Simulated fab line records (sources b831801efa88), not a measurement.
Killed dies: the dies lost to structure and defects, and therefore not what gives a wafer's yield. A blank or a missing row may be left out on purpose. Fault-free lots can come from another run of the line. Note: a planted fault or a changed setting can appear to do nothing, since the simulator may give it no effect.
The tool behind it: which one? + flow gf180mcu + 40 wafers from 14 lots sampled at 2 of the route's 602 steps

== WHAT THE GAUGES READ, wafer by wafer ==
GF_HV_LDD_OVL_MEAS_20. Usual: HV_LDD_01_OVL -1.8 nm, standard deviation 1.4.
| lot  | measured     | on         | HV_LDD_01_OVL (nm) | flag |
|------|--------------|------------|--------------------|------|
| L696 | day 10 19:46 | overlay-01 | -4.2 -0.6 -1.9     |      |
| L698 | day 11 11:24 | overlay-01 | -1.5 -2.6 -0.9     |      |
| L699 | day 11 20:58 | overlay-02 | -2.4 -4.4 -2.7     |      |
| L703 | day 13 07:55 | overlay-02 | -3.0 -3.2 -1.5     |      |
| L704 | day 13 11:22 | overlay-01 | -1.6 -3.6          |      |
| L706 | day 14 00:39 | overlay-02 | -2.0 -1.4          |      |
| L709 | day 14 21:57 | overlay-02 | -1.7 -2.5 -1.6     |      |
| L712 | day 15 22:46 | overlay-02 | -3.0 -4.4 -5.9     |      |
| L713 | day 16 04:49 | overlay-02 | -0.7 -1.7 -3.4     |      |
| L714 | day 16 22:13 | overlay-02 | -0.1 -1.0 -0.1     |      |
| L715 | day 16 23:21 | overlay-02 | -2.2 -1.7 -0.4     |      |
| L716 | day 17 06:13 | overlay-01 | -0.6 -0.3 -0.7     |      |
| L717 | day 17 23:25 | overlay-02 | -1.9 0.5 -1.8      |      |
| L719 | day 18 06:11 | overlay-01 | -1.4 -0.8 -0.3     |      |

== EACH LOT AND THE TOOL THAT RAN IT (in order: tool; ch and the chambers of the sampled wafers; start) ==
| lot  | GF_VT_IMPLANT_STRIP_42               |
|------|--------------------------------------|
| L696 | plasma-asher-03 ch 0,1, day 7 12:27  |
| L698 | plasma-asher-04 ch 1, day 8 02:42    |
| L699 | plasma-asher-01 ch 1, day 8 09:51    |
| L703 | plasma-asher-04 ch 0,1, day 9 18:42  |
| L704 | plasma-asher-03 ch 0,1, day 9 22:39  |
| L706 | plasma-asher-04 ch 1, day 10 09:38   |
| L709 | plasma-asher-01 ch 0,1, day 11 04:57 |
| L712 | plasma-asher-01 ch 0,1, day 12 00:22 |
| L713 | plasma-asher-04 ch 0,1, day 12 10:05 |
| L714 | plasma-asher-01 ch 0,1, day 12 21:40 |
| L715 | plasma-asher-03 ch 0,1, day 12 22:45 |
| L716 | plasma-asher-04 ch 0,1, day 13 07:50 |
| L717 | plasma-asher-04 ch 0,1, day 13 19:43 |
| L719 | plasma-asher-03 ch 0, day 14 02:48   |
- GF_VT_IMPLANT_STRIP_42: strips in O2/N2.

== WHAT THE TOOLS THEMSELVES READ (means of the sampled wafers that have a number; where no wafer has one, the mark that the record gives instead) ==
GF_VT_IMPLANT_STRIP_42. Usual: drypump-motor-current-A 5.74 A, standard deviation 0.21; heater-power-w 347 W, standard deviation 14; oes-product-au 0.716 a.u., standard deviation 0.0043; strip-time-to-endpoint-s 12.64 s, standard deviation 0.034.
| lot  | tool            | drypump-motor-current-A (A) | heater-power-w (W) | oes-product-au (a.u.) | strip-time-to-endpoint-s (s) | flag |
|------|-----------------|-----------------------------|--------------------|-----------------------|------------------------------|------|
| L696 | plasma-asher-03 | 5.67                        | 330                | 0.716                 | 12.64                        |      |
| L698 | plasma-asher-04 | 5.50                        | 363                | 0.721                 | 12.62                        |      |
| L699 | plasma-asher-01 | 5.58                        | 343                | 0.712                 | 12.66                        |      |
| L703 | plasma-asher-04 | 5.64                        | 364                | 0.714                 | 12.62                        |      |
| L704 | plasma-asher-03 | 5.71                        | 335                | 0.720                 | 12.66                        |      |
| L706 | plasma-asher-04 | 5.44                        | 360                | 0.717                 | 12.63                        |      |
| L709 | plasma-asher-01 | 5.87                        | 344                | 0.715                 | 12.65                        |      |
| L712 | plasma-asher-01 | 5.73                        | 339                | 0.711                 | 12.67                        |      |
| L713 | plasma-asher-04 | 5.78                        | 362                | 0.715                 | 12.61                        |      |
| L714 | plasma-asher-01 | 5.74                        | 341                | 0.718                 | 12.65                        |      |
| L715 | plasma-asher-03 | 5.68                        | 331                | 0.714                 | 12.66                        |      |
| L716 | plasma-asher-04 | 5.63                        | 359                | 0.716                 | 12.59                        |      |
| L717 | plasma-asher-04 | 5.61                        | 363                | 0.720                 | 12.66                        |      |
| L719 | plasma-asher-03 | 5.83                        | 345                | 0.717                 | 12.63                        |      |

== THE ANSWER, worked out from the rows above alone ==
Rule: take the mean of a lot's wafers that have a number; if it is more than 3 standard deviations from the usual mean, the lot is off. A lot without any number at a reading at which 4 lots or more have one is off too. All remaining lots with rows at the step are treated as sound. First the gauges in route order, then the tools' own readings, where a lot's mean is used as printed above. The first step at which some lot is off is used, and at that step the reading that is off furthest; a lot without a number counts as furthest.
Nothing can be told from this: no lot is off at any reading shown.

== WHAT THE SIMULATOR HAD INSERTED ==
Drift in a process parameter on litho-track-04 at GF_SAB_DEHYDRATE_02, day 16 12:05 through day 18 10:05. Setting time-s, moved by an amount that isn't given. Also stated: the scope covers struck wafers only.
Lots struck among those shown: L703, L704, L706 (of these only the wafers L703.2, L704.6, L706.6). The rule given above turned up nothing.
